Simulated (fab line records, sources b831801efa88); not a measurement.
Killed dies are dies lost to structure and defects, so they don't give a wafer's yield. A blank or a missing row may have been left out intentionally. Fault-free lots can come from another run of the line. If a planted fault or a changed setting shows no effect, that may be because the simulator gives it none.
Which tool is to blame?    flow gf180mcu    36 wafers from 12 lots sampled at 4 of the route's 602 steps

== WHAT EACH GAUGE READ, for each wafer ==
GF_HV_LDD_TW_MEAS_38.
lot   measured      on             HV_LDD_3_TW
L848  day 11 15:44  film-metro-04  1450 1459 1450
L849  day 12 01:56  film-metro-04  1454 1447 1456
L851  day 12 13:34  film-metro-02  1436 1440 1433
L852  day 12 22:44  film-metro-02  1433 1428 1442
L853  day 13 02:37  film-metro-01  1461 1456 1453
L854  day 13 06:29  film-metro-01  1466 1462 1466
L856  day 14 03:57  film-metro-04  1456 1453 1447
L861  day 15 18:31  film-metro-01  1368 1368 1369
L863  day 16 10:49  film-metro-04  1367 1366 1357
L868  day 18 07:50  film-metro-02  1439 1443 1434
L869  day 18 11:58  film-metro-02  1446 1440 1443
L870  day 19 00:02  film-metro-04  1455 1455 1460

GF_HV_LDD_RS_MEAS_53: a four-point-probe measurement.
lot   measured      on             HV_LDD_RS (ohm/sq)
L848  day 12 11:17  film-metro-01  419.6 418.0 418.7
L849  day 12 21:20  film-metro-01  420.1 419.5 419.9
L851  day 13 09:30  film-metro-02  417.8 416.7 415.8
L852  day 13 19:32  film-metro-04  417.3 418.2 418.4
L853  day 13 23:30  film-metro-01  418.3 418.5 418.5
L854  day 14 03:23  film-metro-04  419.0 418.5 418.2
L856  day 15 00:58  film-metro-01  421.0 419.6 419.8
L861  day 16 16:46  film-metro-04  431.9 433.4 433.5
L863  day 17 08:46  film-metro-02  431.5 432.5 433.0
L868  day 19 08:02  film-metro-04  417.7 417.9 417.9
L869  day 19 12:43  film-metro-01  418.9 419.8 419.5
L870  day 20 00:37  film-metro-02  419.5 418.9 419.0

GF_PSD_CD_MEAS_07 targets a cd of 400 nm.
lot   measured      on         cd-nm (nm)
L848  day 14 06:12  cd-sem-02  398.8 397.0 402.1
L849  day 14 16:56  cd-sem-01  396.7 396.9 393.5
L851  day 15 06:34  cd-sem-02  401.1 397.5 398.2
L852  day 15 17:02  cd-sem-02  398.4 399.0 398.7
L853  day 15 21:10  cd-sem-01  399.5 395.2 396.3
L854  day 16 01:57  cd-sem-01  401.3 399.2 399.9
L856  day 16 23:37  cd-sem-01  397.6 399.5 399.1
L861  day 18 15:05  cd-sem-02  400.2 400.0 399.5
L863  day 19 09:23  cd-sem-01  399.6 398.5 399.8
L868  day 21 11:31  cd-sem-02  399.6 401.6 401.8
L869  day 21 15:35  cd-sem-01  396.9 397.6 398.0
L870  day 22 03:41  cd-sem-01  400.9 400.8 399.8

== WHICH TOOL RAN EACH LOT (tool, then ch and the chambers of the sampled wafers, then the start) ==
lot   GF_HV_LDD_IMPLANT_33
L848  implanter-02 ch 0, day 11 15:04
L849  implanter-01 ch 0, day 12 01:16
L851  implanter-01 ch 0, day 12 12:52
L852  implanter-01 ch 0, day 12 22:02
L853  implanter-04 ch 0, day 13 01:55
L854  implanter-02 ch 0, day 13 05:49
L856  implanter-04 ch 0, day 14 03:15
L861  implanter-04 ch 0, day 15 17:50
L863  implanter-04 ch 0, day 16 10:08
L868  implanter-01 ch 0, day 18 07:08
L869  implanter-01 ch 0, day 18 11:18
L870  implanter-02 ch 0, day 18 23:20
- GF_HV_LDD_IMPLANT_33

== WHAT THE TOOLS THEMSELVES READ (means of the sampled wafers that have a number; where no wafer has one, the mark that the record gives instead) ==
GF_HV_LDD_IMPLANT_33.
lot   tool          dose-ions-cm2  end-station-pressure-torr (Torr)  faraday-current-uA
L848  implanter-02  7.5e+12        5.09e-06                          42.2
L849  implanter-01  7.5e+12        5.06e-06                          41.3
L851  implanter-01  7.5e+12        5.06e-06                          42.3
L852  implanter-01  7.5e+12        4.95e-06                          42.4
L853  implanter-04  7.5e+12        5.00e-06                          42.0
L854  implanter-02  7.5e+12        4.84e-06                          43.1
L856  implanter-04  7.5e+12        4.83e-06                          42.3
L861  implanter-04  2.5e+12        5.09e-06                          13.8
L863  implanter-04  2.5e+12        4.92e-06                          13.9
L868  implanter-01  7.5e+12        5.11e-06                          42.5
L869  implanter-01  7.5e+12        4.96e-06                          42.4
L870  implanter-02  7.5e+12        4.95e-06                          42.6

== THE ANSWER, worked out from the rows above alone ==
Rule: what is usual is taken from the lots themselves. The widest of any qualifying gaps counts: lots, ordered by their means at a reading, are off when they make up no more than a third of the lots, leave a main group of 4 or more, and stand apart from it by 3 or more times the standard deviation of that group's means. A main group is skipped when, at the precision printed for the reading in the tables above, its means are all equal. Also off: a lot with no number at a reading for which 4 or more lots have one. Where the step has rows for the other lots, those lots are counted as sound. Order of review: gauges by route order, followed by the tools' own readings, for which a lot's mean as printed above is used. The first step at which some lot is off is used, and at that step the reading that is off furthest; a lot without a number counts as furthest.
Off: L861, L863, at GF_HV_LDD_TW_MEAS_38 (HV_LDD_3_TW). The main group has a mean of 1449 with a standard deviation of 9.6.
A tool fits if, at a process step before that reading, it ran every lot that is off, and no sound lot after the first of them. The gauges at GF_HV_LDD_TW_MEAS_38 aren't tried: what is off there is off at GF_HV_LDD_IMPLANT_33 too, on other tools, and a gauge's error can't cause that. One fits: implanter-04 at GF_HV_LDD_IMPLANT_33. A fault onset in the window from L856 (day 14 03:15, its last sound lot) to L861 (day 15 17:50, its first lot off) fits.
The tool's own readings at GF_HV_LDD_IMPLANT_33 bear it out: on the lots that are off they differ by more than 5 times the standard deviation of the sound lots' means. dose-ions-cm2 reads 2.5e+12 there against 7.5e+12 on the sound lots; faraday-current-uA reads 13.9 there against 42.3 on the sound lots.

== WHAT WAS PUT IN BY THE SIMULATOR ==
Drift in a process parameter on implanter-04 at GF_HV_LDD_IMPLANT_33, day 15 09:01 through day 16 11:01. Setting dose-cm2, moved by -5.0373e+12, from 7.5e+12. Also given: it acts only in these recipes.
Struck lots among those shown: L861, L863. The same result came from the rule above.
